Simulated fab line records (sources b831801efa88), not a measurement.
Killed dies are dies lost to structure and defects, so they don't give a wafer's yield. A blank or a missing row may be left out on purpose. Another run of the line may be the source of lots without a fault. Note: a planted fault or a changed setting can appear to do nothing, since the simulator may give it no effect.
Which tool did it? || flow gf180mcu || 18 wafers from 6 lots sampled at 4 of the route's 602 steps

WHAT THE GAUGES READ, wafer by wafer
GF_V4_CD_MEAS_14: target cd 260 nm.
{"lot": "L451", "measured": "day 26 01:30", "on": "cd sem-01", "cd nm (nm)": "261.4 262.4 261.8"}
{"lot": "L453", "measured": "day 26 12:02", "on": "cd sem-02", "cd nm (nm)": "259.7 260.7 259.9"}
{"lot": "L458", "measured": "day 28 00:41", "on": "cd sem-02", "cd nm (nm)": "261.1 259.6 260.9"}
{"lot": "L462", "measured": "day 29 00:49", "on": "cd sem-02", "cd nm (nm)": "259.3 259.6 259.9"}
{"lot": "L467", "measured": "day 30 13:54", "on": "cd sem-01", "cd nm (nm)": "225.2 225.5 226.0"}
{"lot": "L470", "measured": "day 31 11:38", "on": "cd sem-01", "cd nm (nm)": "258.6 258.9 259.0"}

EACH LOT AND THE TOOL THAT RAN IT (in order: tool; ch and the chambers of the sampled wafers; start)
{"lot": "L451", "GF_M4_SPUTTER_03": "pvd sputter-01, day 24 03:52", "GF_M4_STRIP_17": "plasma asher-03 ch 0,1, day 25 02:34", "GF_V4_PEB_12": "litho track-02 ch 0, day 26 01:09"}
{"lot": "L453", "GF_M4_SPUTTER_03": "pvd sputter-01, day 24 16:04", "GF_M4_STRIP_17": "plasma asher-03 ch 0,1, day 25 13:46", "GF_V4_PEB_12": "litho track-02 ch 0, day 26 11:43"}
{"lot": "L458", "GF_M4_SPUTTER_03": "pvd sputter-04, day 26 06:41", "GF_M4_STRIP_17": "plasma asher-01 ch 0,1, day 27 03:31", "GF_V4_PEB_12": "litho track-02 ch 0, day 28 00:20"}
{"lot": "L462", "GF_M4_SPUTTER_03": "pvd sputter-04, day 27 08:16", "GF_M4_STRIP_17": "plasma asher-03 ch 0,1, day 28 04:18", "GF_V4_PEB_12": "litho track-04 ch 0, day 29 00:28"}
{"lot": "L467", "GF_M4_SPUTTER_03": "pvd sputter-01, day 28 22:36", "GF_M4_STRIP_17": "plasma asher-03 ch 0,1, day 29 17:37", "GF_V4_PEB_12": "litho track-02 ch 0, day 30 13:33"}
{"lot": "L470", "GF_M4_SPUTTER_03": "pvd sputter-01, day 29 22:29", "GF_M4_STRIP_17": "plasma asher-03 ch 0,1, day 30 16:40", "GF_V4_PEB_12": "litho track-01 ch 0, day 31 11:17"}
- GF_M4_SPUTTER_03: material Ti, target thk 10 nm, time 6.7 s.
- GF_M4_STRIP_17: strips in O2/N2.
- GF_V4_PEB_12: peb time 90 s.

THE ANSWER, worked out from the rows above alone
Rule: usual is defined by the lots themselves. The widest of any qualifying gaps counts: lots, ordered by their means at a reading, are off when they make up no more than a third of the lots, leave a main group of 4 or more, and stand apart from it by 3 or more times the standard deviation of that group's means. A main group whose means are all the same, to the digits that the tables above print for the reading, isn't used. A lot without any number at a reading at which 4 lots or more have one is off too. All remaining lots with rows at the step are treated as sound.
Off: L467 (GF_V4_CD_MEAS_14, cd nm). The main group: mean 260.2 nm, standard deviation 1.
A tool fits if, at a process step before that reading, it ran every lot that is off, and no sound lot after the first of them. The gauges at GF_V4_CD_MEAS_14 are tried like those tools. One fits: litho track-02 at GF_V4_PEB_12. Its last sound lot is L458 (day 28 00:20), its first lot that is off L467 (day 30 13:33): a fault that began between those two fits.

WHAT THE SIMULATOR PUT IN
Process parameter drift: litho track-02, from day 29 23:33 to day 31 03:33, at GF_V4_PEB_12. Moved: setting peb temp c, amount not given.
Lots struck among those shown: L467. Same finding as the rule above.
